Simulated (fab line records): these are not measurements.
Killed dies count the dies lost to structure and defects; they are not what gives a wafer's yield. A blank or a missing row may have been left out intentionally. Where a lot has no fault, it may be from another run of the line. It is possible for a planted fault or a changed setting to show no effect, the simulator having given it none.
Which tool did it? + flow gf180mcu + 11 lots with 32 wafers sampled at 7 steps, on a route of 602 steps

## WHAT THE GAUGES SHOWED, per wafer
GF_M5_CD_MEAS_07: the cd target is 280 nm. Usual: cd-nm 279.8 nm, standard deviation 0.99.
| lot  | measured     | on        | cd-nm (nm)              | flag |
|------|--------------|-----------|-------------------------|------|
| L325 | day 26 15:28 | cd-sem-02 | 277.6 277.3 278.1       |      |
| L327 | day 26 20:40 | cd-sem-01 | 279.3 279.2 279.1       |      |
| L328 | day 27 05:35 | cd-sem-02 | 281.2 281.2 279.5       |      |
| L330 | day 27 17:49 | cd-sem-01 | 278.8 278.7 278.1       |      |
| L333 | day 29 01:34 | cd-sem-02 | 279.0 279.5 280.1       |      |
| L336 | day 29 15:52 | cd-sem-01 | 279.1 279.0 279.7       |      |
| L339 | day 30 21:28 | cd-sem-01 | 281.4 280.1 280.7       |      |
| L340 | day 30 23:04 | cd-sem-01 | 280.2 280.8 280.1       |      |
| L341 | day 31 05:30 | cd-sem-01 | 279.4 281.9 281.1       |      |
| L343 | day 31 13:33 | cd-sem-02 | 280.7 281.2 280.3       |      |
| L345 | day 32 02:21 | cd-sem-01 | 280.4 280.5 280.0 280.5 |      |

GF_M5_OVL_MEAS_08. Usual: for M5_OVL the level is 0 nm and the standard deviation is 5.5.
| lot  | measured     | on         | M5_OVL (nm) | flag |
|------|--------------|------------|-------------|------|
| L325 | day 26 15:34 | overlay-02 | -14 -6 -9   |      |
| L327 | day 26 20:46 | overlay-02 | 1 -4 1      |      |
| L328 | day 27 05:41 | overlay-01 | 4 1 2       |      |
| L330 | day 27 17:54 | overlay-01 | -2 1 -4     |      |
| L333 | day 29 01:39 | overlay-02 | 5 2 11      |      |
| L336 | day 29 15:59 | overlay-01 | 5 0 11      |      |
| L339 | day 30 21:35 | overlay-01 | -5 -3 -5    |      |
| L340 | day 30 23:10 | overlay-01 | 4 -4 0      |      |
| L341 | day 31 05:37 | overlay-01 | 1 3 -2      |      |
| L343 | day 31 13:40 | overlay-02 | -7 4 -1     |      |
| L345 | day 32 04:10 | overlay-02 | 1 -4        |      |

## WHAT TOOL EACH LOT RAN ON (gives the tool, then ch and the chambers of the sampled wafers, and finally the start)
| lot  | GF_M2_SPUTTER_00             | GF_M2_SPUTTER_03             | GF_M2_METAL_ETCH_16               | GF_V3_COAT_09                     | GF_V3_STRIP_18                       |
|------|------------------------------|------------------------------|-----------------------------------|-----------------------------------|--------------------------------------|
| L325 | pvd-sputter-01, day 18 14:04 | pvd-sputter-01, day 18 14:14 | rie-metal-01 ch 0, day 19 15:03   | litho-track-01 ch 0, day 22 08:00 | plasma-asher-03 ch 0,1, day 22 21:00 |
| L327 | pvd-sputter-01, day 18 22:19 | pvd-sputter-01, day 18 22:29 | rie-metal-02 ch 0,1, day 19 23:41 | litho-track-01 ch 0, day 22 16:00 | plasma-asher-03 ch 0,1, day 23 03:08 |
| L328 | pvd-sputter-02, day 19 09:38 | pvd-sputter-02, day 19 09:49 | rie-metal-04 ch 0,1, day 20 10:49 | litho-track-01 ch 0, day 23 01:00 | plasma-asher-01 ch 0,1, day 23 12:59 |
| L330 | pvd-sputter-02, day 19 23:25 | pvd-sputter-02, day 19 23:32 | rie-metal-01 ch 0,1, day 21 00:12 | litho-track-02 ch 0, day 23 13:00 | plasma-asher-03 ch 0,1, day 24 01:13 |
| L333 | pvd-sputter-01, day 21 14:46 | pvd-sputter-01, day 21 14:56 | rie-metal-04 ch 0,1, day 22 13:57 | litho-track-02 ch 0, day 25 00:00 | plasma-asher-03 ch 0,1, day 25 11:59 |
| L336 | pvd-sputter-02, day 22 06:43 | pvd-sputter-02, day 22 06:52 | rie-metal-01 ch 0,1, day 23 06:13 | litho-track-02 ch 0, day 25 16:00 | plasma-asher-03 ch 0,1, day 26 02:38 |
| L339 | pvd-sputter-02, day 23 22:20 | pvd-sputter-02, day 23 22:30 | rie-metal-01 ch 0,1, day 24 19:46 | litho-track-04 ch 0, day 27 02:00 | plasma-asher-01 ch 0,1, day 27 13:39 |
| L340 | pvd-sputter-03, day 23 22:41 | pvd-sputter-03, day 23 22:50 | rie-metal-04 ch 1, day 24 20:07   | litho-track-04 ch 0, day 27 03:00 | plasma-asher-03 ch 0, day 27 14:34   |
| L341 | pvd-sputter-01, day 24 06:25 | pvd-sputter-01, day 24 06:34 | rie-metal-04 ch 0,1, day 25 03:25 | litho-track-02 ch 0, day 27 12:00 | plasma-asher-01 ch 0,1, day 27 21:55 |
| L343 | pvd-sputter-03, day 24 16:22 | pvd-sputter-03, day 24 16:32 | rie-metal-01 ch 1, day 25 13:58   | litho-track-02 ch 0, day 27 20:00 | plasma-asher-03 ch 0,1, day 28 07:47 |
| L345 | pvd-sputter-02, day 25 10:16 | pvd-sputter-02, day 25 10:26 | rie-metal-04 ch 1, day 26 07:06   | litho-track-02 ch 0, day 28 12:00 | plasma-asher-03 ch 0, day 28 22:41   |
- GF_M2_SPUTTER_00: material Ti, target thk 37.5 nm, time 150 s.
- GF_M2_SPUTTER_03: material Ti, target thk 10 nm, time 6.7 s.
- GF_M2_METAL_ETCH_16: etches the open film in Cl2/BCl3, stops on SiO2, target depth 627.5 nm, time 104.6 s.
- GF_V3_COAT_09: resist thk 1000 nm.
- GF_V3_STRIP_18: strips in O2/N2.

## WHAT THE TOOLS THEMSELVES READ (means of the sampled wafers that have a number; where no wafer has one, the mark that the record gives instead)
GF_M2_SPUTTER_00. Usual: throttle-valve-pct 30.3 %, standard deviation 0.81.
| lot  | tool           | throttle-valve-pct (%) | flag |
|------|----------------|------------------------|------|
| L325 | pvd-sputter-01 | 30.3                   |      |
| L327 | pvd-sputter-01 | 30.6                   |      |
| L328 | pvd-sputter-02 | 30.7                   |      |
| L330 | pvd-sputter-02 | 30.7                   |      |
| L333 | pvd-sputter-01 | 30.0                   |      |
| L336 | pvd-sputter-02 | 30.6                   |      |
| L339 | pvd-sputter-02 | 30.2                   |      |
| L340 | pvd-sputter-03 | 30.3                   |      |
| L341 | pvd-sputter-01 | 30.6                   |      |
| L343 | pvd-sputter-03 | 30.5                   |      |
| L345 | pvd-sputter-02 | 30.3                   |      |

GF_M2_SPUTTER_03. Usual: throttle-valve-pct 30.3 %, standard deviation 0.8.
| lot  | tool           | throttle-valve-pct (%) | flag |
|------|----------------|------------------------|------|
| L325 | pvd-sputter-01 | 30.2                   |      |
| L327 | pvd-sputter-01 | 30.6                   |      |
| L328 | pvd-sputter-02 | 30.7                   |      |
| L330 | pvd-sputter-02 | 30.7                   |      |
| L333 | pvd-sputter-01 | 30.1                   |      |
| L336 | pvd-sputter-02 | 30.6                   |      |
| L339 | pvd-sputter-02 | 30.4                   |      |
| L340 | pvd-sputter-03 | 30.3                   |      |
| L341 | pvd-sputter-01 | 30.5                   |      |
| L343 | pvd-sputter-03 | 30.5                   |      |
| L345 | pvd-sputter-02 | 30.2                   |      |

GF_M2_METAL_ETCH_16. Usual: drypump-motor-current-A 5.8 A, standard deviation 0.44; oes-product-au 0.975 a.u., standard deviation 0.0065; rf-fwd-power-W 795.2 W, standard deviation 2.5; throttle-valve-pct 28.247 %, standard deviation 0.011.
| lot  | tool         | drypump-motor-current-A (A) | oes-product-au (a.u.) | rf-fwd-power-W (W) | throttle-valve-pct (%) | flag |
|------|--------------|-----------------------------|-----------------------|--------------------|------------------------|------|
| L325 | rie-metal-01 | 6.1                         | 0.978                 | 796.0              | 28.247                 |      |
| L327 | rie-metal-02 | 5.7                         | 0.976                 | 797.3              | 28.249                 |      |
| L328 | rie-metal-04 | 5.4                         | 0.972                 | 795.1              | 28.253                 |      |
| L330 | rie-metal-01 | 6.1                         | 0.978                 | 795.3              | 28.244                 |      |
| L333 | rie-metal-04 | 5.6                         | 0.976                 | 795.5              | 28.241                 |      |
| L336 | rie-metal-01 | 6.2                         | 0.974                 | 792.3              | 28.250                 |      |
| L339 | rie-metal-01 | 6.2                         | 0.971                 | 795.0              | 28.249                 |      |
| L340 | rie-metal-04 | 5.1                         | 0.972                 | 794.2              | 28.250                 |      |
| L341 | rie-metal-04 | 5.4                         | 0.974                 | 794.2              | 28.246                 |      |
| L343 | rie-metal-01 | 6.2                         | 0.975                 | 793.7              | 28.255                 |      |
| L345 | rie-metal-04 | 5.1                         | 0.977                 | 795.2              | 28.257                 |      |

GF_V3_STRIP_18. Usual: drypump-motor-current-A 5.79 A, standard deviation 0.08; heater-power-w 339 W, standard deviation 24; oes-product-au 0.592 a.u., standard deviation 0.0046.
| lot  | tool            | drypump-motor-current-A (A) | heater-power-w (W) | oes-product-au (a.u.) | flag |
|------|-----------------|-----------------------------|--------------------|-----------------------|------|
| L325 | plasma-asher-03 | 5.81                        | 328                | 0.585                 |      |
| L327 | plasma-asher-03 | 5.83                        | 342                | 0.593                 |      |
| L328 | plasma-asher-01 | 5.83                        | 344                | 0.595                 |      |
| L330 | plasma-asher-03 | 5.78                        | 330                | 0.595                 |      |
| L333 | plasma-asher-03 | 5.84                        | 347                | 0.591                 |      |
| L336 | plasma-asher-03 | 5.85                        | 346                | 0.596                 |      |
| L339 | plasma-asher-01 | 5.79                        | 348                | 0.593                 |      |
| L340 | plasma-asher-03 | 5.79                        | 317                | 0.590                 |      |
| L341 | plasma-asher-01 | 5.84                        | 353                | 0.592                 |      |
| L343 | plasma-asher-03 | 5.81                        | 347                | 0.585                 |      |
| L345 | plasma-asher-03 | 5.78                        | 320                | 0.579                 |      |

## THE ANSWER, worked out from the rows above alone
Rule: a lot is off if the mean of its wafers that have a number lies more than 3 standard deviations from the usual mean. A lot without any number at a reading at which 4 lots or more have one is off too. Any other lot the step has rows for is counted as sound. Order of review: gauges by route order, followed by the tools' own readings, for which a lot's mean as printed above is used. The first step at which some lot is off is used, and at that step the reading that is off furthest; a lot without a number counts as furthest.
No lot is off at any reading shown: from this, nothing can be told.

## WHAT HAD BEEN PUT IN BY THE SIMULATOR
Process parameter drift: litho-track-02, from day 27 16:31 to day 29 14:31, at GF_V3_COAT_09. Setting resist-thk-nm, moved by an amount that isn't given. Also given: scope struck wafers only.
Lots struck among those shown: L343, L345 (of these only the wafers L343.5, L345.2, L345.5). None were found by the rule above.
